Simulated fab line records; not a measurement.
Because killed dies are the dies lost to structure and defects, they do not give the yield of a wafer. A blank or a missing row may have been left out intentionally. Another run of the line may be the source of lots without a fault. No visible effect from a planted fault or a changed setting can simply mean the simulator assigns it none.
fab line records :: flow gf180mcu :: part 2 of 2: steps 27 to 37 of 37
record:
  lots: 5
  wafers: 15
  lastDay: 34
route steps=602 shown STI@2 DNWELL@32
lots with no fault: from the same line, run without faults
startH: the number of hours between the record's first day and the start of the first shown wafer of the lot :: waitH: hours since the lot's step before :: " the same as in the row above :: L1.1+2: a row that stands for several wafers :: - no value, or no start given :: * or withheld: withheld :: < > ~ a bound
route shown NAME@n: NAME is a module with steps in the file, n the number in the route of the first one :: usual: mean/standard deviation of fault-free wafers :: same: alike in all rows :: chamber/n: place in a boat :: sites: each site's reading :: _std_site: the standard deviation of these :: _edge_site: outer sites' mean less inner sites' :: radiusMm: how far each site lies from the wafer's centre :: mask NAME#n: copy n :: behind: the most recent tool/chamber to have shaped the wafer :: hold: cause of the lot's hold/its duration in hours/its outcome :: device: the transistor (n, p or np) that didn't switch :: end of line: tests of these same wafers at the route's end :: a step without rows: its recipe alone :: killed: dies that structure and defects cost at the first sort, which is not the same as the wafer's yield :: map: dies across one wafer; x = killed, . = not, _ = none there
set.NAME: the setting that was run; set.NAME@STEP: the one run at that earlier step :: model.NAME: the simulator's own value behind a step, which no gauge read
lots at some steps of the route; a table a step, a row a wafer
services: the hour from which a tool's chamber was out of use, counted from the record's first day as startH (under 0 if before that day), plus the number of hours and why
== steps ==
step: GF_STI_WET_ETCH_27
recipe:
  chemistry: H3PO4
  targetDepthNm: 160
  target: Si3N4
  tempC: 160
  timeS: 1825
usual:
  bathHeatDutyPct: 26.7/2.5
lot.wafer: L080.1
tool: wetBench-04
chamber: 3
startH: 58.20
waitH: 0.0
bathHeatDutyPct: 27.7

lot.wafer: L080.5
tool: wetBench-04
chamber: 3
startH: 58.20
waitH: 0.0
bathHeatDutyPct: 27.9

lot.wafer: L080.6
tool: wetBench-04
chamber: 3
startH: 58.20
waitH: 0.0
bathHeatDutyPct: 27.2

lot.wafer: L081.2
tool: wetBench-01
chamber: 2
startH: 64.46
waitH: 0.0
bathHeatDutyPct: 27.4

lot.wafer: L081.3
tool: wetBench-01
chamber: 2
startH: 64.46
waitH: 0.0
bathHeatDutyPct: 27.7

lot.wafer: L081.4
tool: wetBench-01
chamber: 2
startH: 64.46
waitH: 0.0
bathHeatDutyPct: 29.3

lot.wafer: L082.2
tool: wetBench-01
chamber: 2
startH: 70.56
waitH: 0.0
bathHeatDutyPct: 27.9

lot.wafer: L082.4
tool: wetBench-01
chamber: 2
startH: 70.56
waitH: 0.0
bathHeatDutyPct: 28.1

lot.wafer: L082.6
tool: wetBench-01
chamber: 2
startH: 70.56
waitH: 0.0
bathHeatDutyPct: 28.6

lot.wafer: L086.2
tool: wetBench-01
chamber: 2
startH: 94.26
waitH: 0.0
bathHeatDutyPct: 29.6

lot.wafer: L086.3
tool: wetBench-01
chamber: 2
startH: 94.26
waitH: 0.0
bathHeatDutyPct: 27.2

lot.wafer: L086.5
tool: wetBench-01
chamber: 2
startH: 94.26
waitH: 0.0
bathHeatDutyPct: 28.8

lot.wafer: L094.3
tool: wetBench-02
chamber: 1
startH: 131.37
waitH: 0.0
bathHeatDutyPct: 30.6

lot.wafer: L094.4
tool: wetBench-02
chamber: 1
startH: 131.37
waitH: 0.0
bathHeatDutyPct: 30.9

lot.wafer: L094.5
tool: wetBench-02
chamber: 1
startH: 131.37
waitH: 0.0
bathHeatDutyPct: 29.9
step: GF_STI_WET_ETCH_28
recipe:
  chemistry: dHF
  targetDepthNm: 20
  dry: ipaMarangoni
  target: SiO2
  tempC: 25
  dilution: 10:1
  timeS: 40
usual:
  bathHeatDutyPct: 6.1/0.83
lot.wafer: L080.1
tool: wetBench-04
chamber: 3
startH: 58.71
waitH: 0.0
bathHeatDutyPct: 6.8

lot.wafer: L080.5
tool: wetBench-04
chamber: 3
startH: 58.71
waitH: 0.0
bathHeatDutyPct: 7.1

lot.wafer: L080.6
tool: wetBench-04
chamber: 3
startH: 58.71
waitH: 0.0
bathHeatDutyPct: 6.6

lot.wafer: L081.2
tool: wetBench-01
chamber: 1
startH: 64.98
waitH: 0.0
bathHeatDutyPct: 5.2

lot.wafer: L081.3
tool: wetBench-01
chamber: 1
startH: 64.98
waitH: 0.0
bathHeatDutyPct: 4.7

lot.wafer: L081.4
tool: wetBench-01
chamber: 1
startH: 64.98
waitH: 0.0
bathHeatDutyPct: 4.7

lot.wafer: L082.2
tool: wetBench-02
chamber: 1
startH: 71.08
waitH: 0.0
bathHeatDutyPct: 6.8

lot.wafer: L082.4
tool: wetBench-02
chamber: 1
startH: 71.08
waitH: 0.0
bathHeatDutyPct: 8.4

lot.wafer: L082.6
tool: wetBench-02
chamber: 1
startH: 71.08
waitH: 0.0
bathHeatDutyPct: 6.9

lot.wafer: L086.2
tool: wetBench-02
chamber: 0
startH: 94.77
waitH: 0.0
bathHeatDutyPct: 7.2

lot.wafer: L086.3
tool: wetBench-02
chamber: 0
startH: 94.77
waitH: 0.0
bathHeatDutyPct: 7.0

lot.wafer: L086.5
tool: wetBench-02
chamber: 0
startH: 94.77
waitH: 0.0
bathHeatDutyPct: 6.6

lot.wafer: L094.3
tool: wetBench-04
chamber: 0
startH: 131.88
waitH: 0.0
bathHeatDutyPct: 5.0

lot.wafer: L094.4
tool: wetBench-04
chamber: 0
startH: 131.88
waitH: 0.0
bathHeatDutyPct: 5.7

lot.wafer: L094.5
tool: wetBench-04
chamber: 0
startH: 131.88
waitH: 0.0
bathHeatDutyPct: 6.0
step: GF_STI_OXIDATION_29
recipe:
  tempC: 900
  ambient: O2
  stabiliseS: 600
  purgeS: 300
  targetThkA: 100
  oxTimeS: 1418
lot.wafer: L080.1+5+6
tool: furnace-01
chamber: 0
startH: 58.73
waitH: 0.0

lot.wafer: L081.2+3+4
tool: furnace-01
chamber: 0
startH: 64.99
waitH: 0.0

lot.wafer: L082.2+4+6
tool: furnace-01
chamber: 0
startH: 71.51
waitH: 0.4

lot.wafer: L086.2+3+5
tool: furnace-02
chamber: 0
startH: 101.97
waitH: 7.2

lot.wafer: L094.3+4+5
tool: furnace-01
chamber: 0
startH: 132.68
waitH: 0.8
step: GF_STI_THK_MEAS_30
recipe:
  reads: SiO2_of_STI_OXIDATION_29
usual:
  STI_OXIDATION_02_THK: 10.01/0.16
lot.wafer: L080.1
tool: filmMetro-04
chamber: -
startH: 60.13
waitH: 0.0
STI_OXIDATION_02_THK[nm]: 10.16

lot.wafer: L080.5
tool: filmMetro-04
chamber: -
startH: 60.13
waitH: 0.0
STI_OXIDATION_02_THK[nm]: 10.09

lot.wafer: L080.6
tool: filmMetro-04
chamber: -
startH: 60.13
waitH: 0.0
STI_OXIDATION_02_THK[nm]: 9.94

lot.wafer: L081.2
tool: filmMetro-04
chamber: -
startH: 66.40
waitH: 0.0
STI_OXIDATION_02_THK[nm]: 9.92

lot.wafer: L081.3
tool: filmMetro-04
chamber: -
startH: 66.40
waitH: 0.0
STI_OXIDATION_02_THK[nm]: 10.05

lot.wafer: L081.4
tool: filmMetro-04
chamber: -
startH: 66.40
waitH: 0.0
STI_OXIDATION_02_THK[nm]: 9.98

lot.wafer: L082.2
tool: filmMetro-04
chamber: -
startH: 72.92
waitH: 0.0
STI_OXIDATION_02_THK[nm]: 9.96

lot.wafer: L082.4
tool: filmMetro-04
chamber: -
startH: 72.92
waitH: 0.0
STI_OXIDATION_02_THK[nm]: 9.92

lot.wafer: L082.6
tool: filmMetro-04
chamber: -
startH: 72.92
waitH: 0.0
STI_OXIDATION_02_THK[nm]: 9.96

lot.wafer: L086.2
tool: filmMetro-04
chamber: -
startH: 103.37
waitH: 0.0
STI_OXIDATION_02_THK[nm]: 10.01

lot.wafer: L086.3
tool: filmMetro-04
chamber: -
startH: 103.37
waitH: 0.0
STI_OXIDATION_02_THK[nm]: 10.01

lot.wafer: L086.5
tool: filmMetro-04
chamber: -
startH: 103.37
waitH: 0.0
STI_OXIDATION_02_THK[nm]: 9.92

lot.wafer: L094.3
tool: filmMetro-01
chamber: -
startH: 134.09
waitH: 0.0
STI_OXIDATION_02_THK[nm]: 9.89

lot.wafer: L094.4
tool: filmMetro-01
chamber: -
startH: 134.09
waitH: 0.0
STI_OXIDATION_02_THK[nm]: 9.77

lot.wafer: L094.5
tool: filmMetro-01
chamber: -
startH: 134.09
waitH: 0.0
STI_OXIDATION_02_THK[nm]: 10.00
step: GF_DNWELL_DEHYDRATE_00
recipe:
  tempC: 200
  timeS: 60
usual:
  exhaustPa: 45.1/0.77
lot.wafer: L080.1
tool: lithoTrack-01
chamber: 0
startH: 66.06
waitH: 5.9
exhaustPa: 45.2

lot.wafer: L080.5
tool: lithoTrack-01
chamber: 0
startH: 66.06
waitH: 5.9
exhaustPa: 43.8

lot.wafer: L080.6
tool: lithoTrack-01
chamber: 0
startH: 66.06
waitH: 5.9
exhaustPa: 44.0

lot.wafer: L081.2
tool: lithoTrack-03
chamber: 0
startH: 72.56
waitH: 6.2
exhaustPa: 46.0

lot.wafer: L081.3
tool: lithoTrack-03
chamber: 0
startH: 72.56
waitH: 6.2
exhaustPa: 46.4

lot.wafer: L081.4
tool: lithoTrack-03
chamber: 0
startH: 72.56
waitH: 6.2
exhaustPa: 45.0

lot.wafer: L082.2
tool: lithoTrack-01
chamber: 0
startH: 79.03
waitH: 6.1
exhaustPa: 45.9

lot.wafer: L082.4
tool: lithoTrack-01
chamber: 0
startH: 79.03
waitH: 6.1
exhaustPa: 45.6

lot.wafer: L082.6
tool: lithoTrack-01
chamber: 0
startH: 79.03
waitH: 6.1
exhaustPa: 46.1

lot.wafer: L086.2
tool: lithoTrack-01
chamber: 0
startH: 109.53
waitH: 6.1
exhaustPa: 44.8

lot.wafer: L086.3
tool: lithoTrack-01
chamber: 0
startH: 109.53
waitH: 6.1
exhaustPa: 45.4

lot.wafer: L086.5
tool: lithoTrack-01
chamber: 0
startH: 109.53
waitH: 6.1
exhaustPa: 46.0

lot.wafer: L094.3
tool: lithoTrack-03
chamber: 0
startH: 141.69
waitH: 7.6
exhaustPa: 45.0

lot.wafer: L094.4
tool: lithoTrack-03
chamber: 0
startH: 141.69
waitH: 7.6
exhaustPa: 46.3

lot.wafer: L094.5
tool: lithoTrack-03
chamber: 0
startH: 141.69
waitH: 7.6
exhaustPa: 47.0
step: GF_DNWELL_HMDS_01
recipe:
  primeTimeS: 60
  primeTempC: 120
usual:
  exhaustPa: 44.8/0.84
lot.wafer: L080.1
tool: lithoTrack-01
chamber: 0
startH: 66.21
waitH: 0.1
exhaustPa: 46.5

lot.wafer: L080.5
tool: lithoTrack-01
chamber: 0
startH: 66.21
waitH: 0.1
exhaustPa: 44.4

lot.wafer: L080.6
tool: lithoTrack-01
chamber: 0
startH: 66.21
waitH: 0.1
exhaustPa: 44.9

lot.wafer: L081.2
tool: lithoTrack-03
chamber: 0
startH: 72.71
waitH: 0.1
exhaustPa: 45.5

lot.wafer: L081.3
tool: lithoTrack-03
chamber: 0
startH: 72.71
waitH: 0.1
exhaustPa: 44.0

lot.wafer: L081.4
tool: lithoTrack-03
chamber: 0
startH: 72.71
waitH: 0.1
exhaustPa: 45.1

lot.wafer: L082.2
tool: lithoTrack-01
chamber: 0
startH: 79.18
waitH: 0.1
exhaustPa: 45.7

lot.wafer: L082.4
tool: lithoTrack-01
chamber: 0
startH: 79.18
waitH: 0.1
exhaustPa: 45.8

lot.wafer: L082.6
tool: lithoTrack-01
chamber: 0
startH: 79.18
waitH: 0.1
exhaustPa: 45.3

lot.wafer: L086.2
tool: lithoTrack-01
chamber: 0
startH: 109.68
waitH: 0.1
exhaustPa: 44.7

lot.wafer: L086.3
tool: lithoTrack-01
chamber: 0
startH: 109.68
waitH: 0.1
exhaustPa: 45.5

lot.wafer: L086.5
tool: lithoTrack-01
chamber: 0
startH: 109.68
waitH: 0.1
exhaustPa: 45.3

lot.wafer: L094.3
tool: lithoTrack-03
chamber: 0
startH: 141.84
waitH: 0.1
exhaustPa: 44.6

lot.wafer: L094.4
tool: lithoTrack-03
chamber: 0
startH: 141.84
waitH: 0.1
exhaustPa: 46.2

lot.wafer: L094.5
tool: lithoTrack-03
chamber: 0
startH: 141.84
waitH: 0.1
exhaustPa: 44.1
step: GF_DNWELL_COAT_02
recipe:
  spinRpm: 2000
  resistThkNm: 3000
usual:
  exhaustPa: 44.7/0.98
lot.wafer: L080.1
tool: lithoTrack-01
chamber: 0
startH: 66.36
waitH: 0.1
exhaustPa: 45.0

lot.wafer: L080.5
tool: lithoTrack-01
chamber: 0
startH: 66.36
waitH: 0.1
exhaustPa: 43.2

lot.wafer: L080.6
tool: lithoTrack-01
chamber: 0
startH: 66.36
waitH: 0.1
exhaustPa: 44.6

lot.wafer: L081.2
tool: lithoTrack-03
chamber: 0
startH: 72.86
waitH: 0.1
exhaustPa: 43.8

lot.wafer: L081.3
tool: lithoTrack-03
chamber: 0
startH: 72.86
waitH: 0.1
exhaustPa: 45.4

lot.wafer: L081.4
tool: lithoTrack-03
chamber: 0
startH: 72.86
waitH: 0.1
exhaustPa: 44.9

lot.wafer: L082.2
tool: lithoTrack-01
chamber: 0
startH: 79.33
waitH: 0.1
exhaustPa: 44.6

lot.wafer: L082.4
tool: lithoTrack-01
chamber: 0
startH: 79.33
waitH: 0.1
exhaustPa: 44.8

lot.wafer: L082.6
tool: lithoTrack-01
chamber: 0
startH: 79.33
waitH: 0.1
exhaustPa: 45.3

lot.wafer: L086.2
tool: lithoTrack-01
chamber: 0
startH: 109.83
waitH: 0.1
exhaustPa: 43.9

lot.wafer: L086.3
tool: lithoTrack-01
chamber: 0
startH: 109.83
waitH: 0.1
exhaustPa: 45.1

lot.wafer: L086.5
tool: lithoTrack-01
chamber: 0
startH: 109.83
waitH: 0.1
exhaustPa: 46.4

lot.wafer: L094.3
tool: lithoTrack-03
chamber: 0
startH: 141.99
waitH: 0.1
exhaustPa: 44.7

lot.wafer: L094.4
tool: lithoTrack-03
chamber: 0
startH: 141.99
waitH: 0.1
exhaustPa: 45.5

lot.wafer: L094.5
tool: lithoTrack-03
chamber: 0
startH: 141.99
waitH: 0.1
exhaustPa: 44.8
step: GF_DNWELL_SOFTBAKE_03
recipe:
  tempC: 110
  timeS: withheld
usual:
  exhaustPa: 45.1/0.84
lot.wafer: L080.1
tool: lithoTrack-01
chamber: 0
startH: 66.51
waitH: 0.1
exhaustPa: 45.1

lot.wafer: L080.5
tool: lithoTrack-01
chamber: 0
startH: 66.51
waitH: 0.1
exhaustPa: 45.5

lot.wafer: L080.6
tool: lithoTrack-01
chamber: 0
startH: 66.51
waitH: 0.1
exhaustPa: 46.7

lot.wafer: L081.2
tool: lithoTrack-03
chamber: 0
startH: 73.02
waitH: 0.1
exhaustPa: 44.8

lot.wafer: L081.3
tool: lithoTrack-03
chamber: 0
startH: 73.02
waitH: 0.1
exhaustPa: 45.4

lot.wafer: L081.4
tool: lithoTrack-03
chamber: 0
startH: 73.02
waitH: 0.1
exhaustPa: 45.2

lot.wafer: L082.2
tool: lithoTrack-01
chamber: 0
startH: 79.49
waitH: 0.1
exhaustPa: 45.7

lot.wafer: L082.4
tool: lithoTrack-01
chamber: 0
startH: 79.49
waitH: 0.1
exhaustPa: 46.4

lot.wafer: L082.6
tool: lithoTrack-01
chamber: 0
startH: 79.49
waitH: 0.1
exhaustPa: 46.2

lot.wafer: L086.2
tool: lithoTrack-01
chamber: 0
startH: 109.99
waitH: 0.1
exhaustPa: 46.7

lot.wafer: L086.3
tool: lithoTrack-01
chamber: 0
startH: 109.99
waitH: 0.1
exhaustPa: 45.2

lot.wafer: L086.5
tool: lithoTrack-01
chamber: 0
startH: 109.99
waitH: 0.1
exhaustPa: 46.9

lot.wafer: L094.3
tool: lithoTrack-03
chamber: 0
startH: 142.15
waitH: 0.1
exhaustPa: 45.7

lot.wafer: L094.4
tool: lithoTrack-03
chamber: 0
startH: 142.15
waitH: 0.1
exhaustPa: 44.7

lot.wafer: L094.5
tool: lithoTrack-03
chamber: 0
startH: 142.15
waitH: 0.1
exhaustPa: 45.4
step: GF_DNWELL_EXPOSE_04
recipe:
  maskId: DNWELL
  targetCdNm: 1700
  na: 0.6
  sourceShape: conventional
  sigmaOuter: 0.6
  doseMj: 260
same:
  sigmaOuter: 0.6
lot.wafer: L080.1+5+6
tool: ilineStepper-01
chamber: 0
startH: -
waitH: -
mask: DNWELL#0

lot.wafer: L081.2+3+4
tool: ilineStepper-02
chamber: 0
startH: -
waitH: -
mask: DNWELL#0

lot.wafer: L082.2+4+6
tool: ilineStepper-01
chamber: 0
startH: -
waitH: -
mask: DNWELL#0

lot.wafer: L086.2+3+5
tool: ilineStepper-01
chamber: 0
startH: -
waitH: -
mask: DNWELL#0

lot.wafer: L094.3+4+5
tool: ilineStepper-01
chamber: 0
startH: -
waitH: -
mask: DNWELL#0
step: GF_DNWELL_PEB_05
recipe:
  tempC: 115
  timeS: withheld
usual:
  exhaustPa: 45.1/0.83
lot.wafer: L080.1
tool: lithoTrack-02
chamber: 0
startH: -
waitH: -
exhaustPa: 45.4

lot.wafer: L080.5
tool: lithoTrack-02
chamber: 0
startH: -
waitH: -
exhaustPa: 44.4

lot.wafer: L080.6
tool: lithoTrack-02
chamber: 0
startH: -
waitH: -
exhaustPa: 45.8

lot.wafer: L081.2
tool: lithoTrack-03
chamber: 0
startH: -
waitH: -
exhaustPa: 44.6

lot.wafer: L081.3
tool: lithoTrack-03
chamber: 0
startH: -
waitH: -
exhaustPa: 45.0

lot.wafer: L081.4
tool: lithoTrack-03
chamber: 0
startH: -
waitH: -
exhaustPa: 44.7

lot.wafer: L082.2
tool: lithoTrack-03
chamber: 0
startH: -
waitH: -
exhaustPa: 46.2

lot.wafer: L082.4
tool: lithoTrack-03
chamber: 0
startH: -
waitH: -
exhaustPa: 45.5

lot.wafer: L082.6
tool: lithoTrack-03
chamber: 0
startH: -
waitH: -
exhaustPa: 45.2

lot.wafer: L086.2
tool: lithoTrack-02
chamber: 0
startH: -
waitH: -
exhaustPa: 46.2

lot.wafer: L086.3
tool: lithoTrack-02
chamber: 0
startH: -
waitH: -
exhaustPa: 46.2

lot.wafer: L086.5
tool: lithoTrack-02
chamber: 0
startH: -
waitH: -
exhaustPa: 46.1

lot.wafer: L094.3
tool: lithoTrack-01
chamber: 0
startH: -
waitH: -
exhaustPa: 45.8

lot.wafer: L094.4
tool: lithoTrack-01
chamber: 0
startH: -
waitH: -
exhaustPa: 45.9

lot.wafer: L094.5
tool: lithoTrack-01
chamber: 0
startH: -
waitH: -
exhaustPa: 44.5
step: GF_DNWELL_DEVELOP_06
recipe:
  wallAngleDeg: 90
  developTimeS: 60
  devTempC: 23
usual:
  exhaustPa: 45.1/0.85
lot.wafer: L080.1
tool: lithoTrack-02
chamber: 0
startH: -
waitH: -
exhaustPa: 44.7

lot.wafer: L080.5
tool: lithoTrack-02
chamber: 0
startH: -
waitH: -
exhaustPa: 47.5

lot.wafer: L080.6
tool: lithoTrack-02
chamber: 0
startH: -
waitH: -
exhaustPa: 46.4

lot.wafer: L081.2
tool: lithoTrack-03
chamber: 0
startH: -
waitH: -
exhaustPa: 45.2

lot.wafer: L081.3
tool: lithoTrack-03
chamber: 0
startH: -
waitH: -
exhaustPa: 44.9

lot.wafer: L081.4
tool: lithoTrack-03
chamber: 0
startH: -
waitH: -
exhaustPa: 45.6

lot.wafer: L082.2
tool: lithoTrack-03
chamber: 0
startH: -
waitH: -
exhaustPa: 44.5

lot.wafer: L082.4
tool: lithoTrack-03
chamber: 0
startH: -
waitH: -
exhaustPa: 44.7

lot.wafer: L082.6
tool: lithoTrack-03
chamber: 0
startH: -
waitH: -
exhaustPa: 45.7

lot.wafer: L086.2
tool: lithoTrack-02
chamber: 0
startH: -
waitH: -
exhaustPa: 45.1

lot.wafer: L086.3
tool: lithoTrack-02
chamber: 0
startH: -
waitH: -
exhaustPa: 45.9

lot.wafer: L086.5
tool: lithoTrack-02
chamber: 0
startH: -
waitH: -
exhaustPa: 44.9

lot.wafer: L094.3
tool: lithoTrack-01
chamber: 0
startH: -
waitH: -
exhaustPa: 43.7

lot.wafer: L094.4
tool: lithoTrack-01
chamber: 0
startH: -
waitH: -
exhaustPa: 44.9

lot.wafer: L094.5
tool: lithoTrack-01
chamber: 0
startH: -
waitH: -
exhaustPa: 43.5
== services ==
tool: cmp-01
chamber: -
startH: 16.48
hours: 1.8
kind: repair

tool: krfScanner-01
chamber: -
startH: 18.72
hours: 1.0
kind: pm

tool: furnace-01
chamber: -
startH: 22.76
hours: 4.1
kind: pm

tool: krfScanner-01
chamber: -
startH: 30.86
hours: 3.9
kind: repair

tool: krfScanner-02
chamber: -
startH: 34.75
hours: 1.0
kind: pm

tool: ilineStepper-02
chamber: -
startH: 35.39
hours: 1.7
kind: pm

tool: rieDiel-03
chamber: 1
startH: 39.96
hours: 39.7
kind: repair

tool: lpcvd-01
chamber: -
startH: 40.45
hours: 1.5
kind: repair

tool: krfScanner-02
chamber: -
startH: 41.69
hours: 4.4
kind: pm

tool: plasmaAsher-02
chamber: -
startH: 51.71
hours: 2.8
kind: pm

tool: wetBench-01
chamber: -
startH: 53.23
hours: 2.2
kind: repair

tool: wetBench-02
chamber: -
startH: 53.68
hours: 9.8
kind: repair

tool: krfScanner-01
chamber: -
startH: 53.88
hours: 4.0
kind: pm

tool: plasmaAsher-03
chamber: -
startH: 54.58
hours: 7.4
kind: repair

tool: cmp-02
chamber: -
startH: 67.93
hours: 4.0
kind: pm

tool: rieDiel-03
chamber: -
startH: 68.81
hours: 0.2
kind: repair

tool: furnace-01
chamber: -
startH: 79.69
hours: 31.2
kind: pm

tool: cmp-01
chamber: -
startH: 83.18
hours: 3.0
kind: repair

tool: rieSi-02
chamber: 0
startH: 120.41
hours: 1.8
kind: repair

tool: cmp-01
chamber: -
startH: 123.56
hours: 3.9
kind: repair

tool: krfScanner-02
chamber: -
startH: 129.37
hours: 1.3
kind: pm

tool: hdpcvd-01
chamber: 2
startH: 133.09
hours: 4.9
kind: repair

tool: furnace-02
chamber: -
startH: 139.01
hours: 3.4
kind: pm

tool: cmp-02
chamber: -
startH: 147.47
hours: 0.3
kind: repair
